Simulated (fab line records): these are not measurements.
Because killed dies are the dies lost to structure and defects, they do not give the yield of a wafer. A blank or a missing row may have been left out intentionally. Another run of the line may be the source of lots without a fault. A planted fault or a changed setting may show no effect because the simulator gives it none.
Matching of chambers || flow sfq line || 4 sister chambers for SFQ_TRILAYER_I4_VIA_BARC_OPEN_VIA_ETCH_146 on rie diel-03
The step etches BARC in O2, target depth 125 nm, time 41.7 s. 14 wafers are shown with their chamber, then 7 later ones without.

== WAFERS, EACH WITH ITS CHAMBER ==
{"wafer": "L627.1", "chamber": 0, "drypump motor current A (A)": 5.8, "bias w (W)": 80.06, "chamber pressure mTorr (mTorr)": 30.02}
{"wafer": "L627.2", "chamber": 1, "drypump motor current A (A)": 4.8, "bias w (W)": 79.96, "chamber pressure mTorr (mTorr)": 29.99}
{"wafer": "L627.4", "chamber": 3, "drypump motor current A (A)": 5.1, "bias w (W)": 80.38, "chamber pressure mTorr (mTorr)": 29.97}
{"wafer": "L630.1", "chamber": 2, "drypump motor current A (A)": 6.1, "bias w (W)": 80.31, "chamber pressure mTorr (mTorr)": 29.97}
{"wafer": "L630.3", "chamber": 1, "drypump motor current A (A)": 4.8, "bias w (W)": 79.55, "chamber pressure mTorr (mTorr)": 30.01}
{"wafer": "L630.4", "chamber": 3, "drypump motor current A (A)": 5.1, "bias w (W)": 80.05, "chamber pressure mTorr (mTorr)": 29.98}
{"wafer": "L633.1", "chamber": 2, "drypump motor current A (A)": 6.1, "bias w (W)": 79.91, "chamber pressure mTorr (mTorr)": 30.02}
{"wafer": "L633.3", "chamber": 3, "drypump motor current A (A)": 5.1, "bias w (W)": 80.03, "chamber pressure mTorr (mTorr)": 29.99}
{"wafer": "L633.4", "chamber": 0, "drypump motor current A (A)": 5.9, "bias w (W)": 79.99, "chamber pressure mTorr (mTorr)": 30.01}
{"wafer": "L634.1", "chamber": 0, "drypump motor current A (A)": 5.9, "bias w (W)": 79.65, "chamber pressure mTorr (mTorr)": 29.99}
{"wafer": "L634.2", "chamber": 1, "drypump motor current A (A)": 4.8, "bias w (W)": 80.06, "chamber pressure mTorr (mTorr)": 30.01}
{"wafer": "L634.3", "chamber": 2, "drypump motor current A (A)": 6.1, "bias w (W)": 80.37, "chamber pressure mTorr (mTorr)": 30.03}
{"wafer": "L643.1", "chamber": 0, "drypump motor current A (A)": 5.8, "bias w (W)": 79.85, "chamber pressure mTorr (mTorr)": 30.03}
{"wafer": "L643.2", "chamber": 3, "drypump motor current A (A)": 5.1, "bias w (W)": 79.69, "chamber pressure mTorr (mTorr)": 30.01}

SIGNATURES (means of the wafers above)
{"reading": "drypump motor current A", "chamber 0": 5.850, "chamber 1": 4.800, "chamber 2": 6.100, "chamber 3": 5.100, "scatter within a chamber": 0.0316}
{"reading": "bias w", "chamber 0": 79.8875, "chamber 1": 79.8567, "chamber 2": 80.1967, "chamber 3": 80.0375, "scatter within a chamber": 0.246}
{"reading": "chamber pressure mTorr", "chamber 0": 30.0125, "chamber 1": 30.0033, "chamber 2": 30.0067, "chamber 3": 29.9875, "scatter within a chamber": 0.0202}
Rule: a wafer lies at a distance from a chamber equal to the root of the sum of squares, over the readings, of (its reading less the chamber's mean, divided by the reading's scatter). The wafer belongs to the nearest chamber; if the next one is less than 2 further off, it can't be placed. How the scatter is found: for the shown wafers, subtract from each reading the mean of its chamber, square and add these, divide the total by (wafers less chambers), then take the root.

== WAFERS WHOSE CHAMBER IS MISSING ==
{"wafer": "L643.3", "drypump motor current A (A)": 4.8, "bias w (W)": 80.22, "chamber pressure mTorr (mTorr)": 30.00}
{"wafer": "L644.3", "drypump motor current A (A)": 5.8, "bias w (W)": 79.99, "chamber pressure mTorr (mTorr)": 29.97}
{"wafer": "L644.4", "drypump motor current A (A)": 4.8, "bias w (W)": 79.87, "chamber pressure mTorr (mTorr)": 29.97}
{"wafer": "L644.6", "drypump motor current A (A)": 4.8, "bias w (W)": 79.90, "chamber pressure mTorr (mTorr)": 29.99}
{"wafer": "L647.2", "drypump motor current A (A)": 6.1, "bias w (W)": 79.60, "chamber pressure mTorr (mTorr)": 30.03}
{"wafer": "L647.4", "drypump motor current A (A)": 4.8, "bias w (W)": 80.48, "chamber pressure mTorr (mTorr)": 30.03}
{"wafer": "L647.5", "drypump motor current A (A)": 5.8, "bias w (W)": 80.11, "chamber pressure mTorr (mTorr)": 30.00}

== EACH ONE'S CHAMBER ==
{"wafer": "L643.3", "from the rows above": 1, "in truth": 1}
{"wafer": "L644.3", "from the rows above": 0, "in truth": 0}
{"wafer": "L644.4", "from the rows above": 1, "in truth": 1}
{"wafer": "L644.6", "from the rows above": 1, "in truth": 1}
{"wafer": "L647.2", "from the rows above": 2, "in truth": 2}
{"wafer": "L647.4", "from the rows above": 1, "in truth": 1}
{"wafer": "L647.5", "from the rows above": 0, "in truth": 0}
7 of 7 placed correctly. Can't be placed from these rows: 0. 0 placed wrongly.
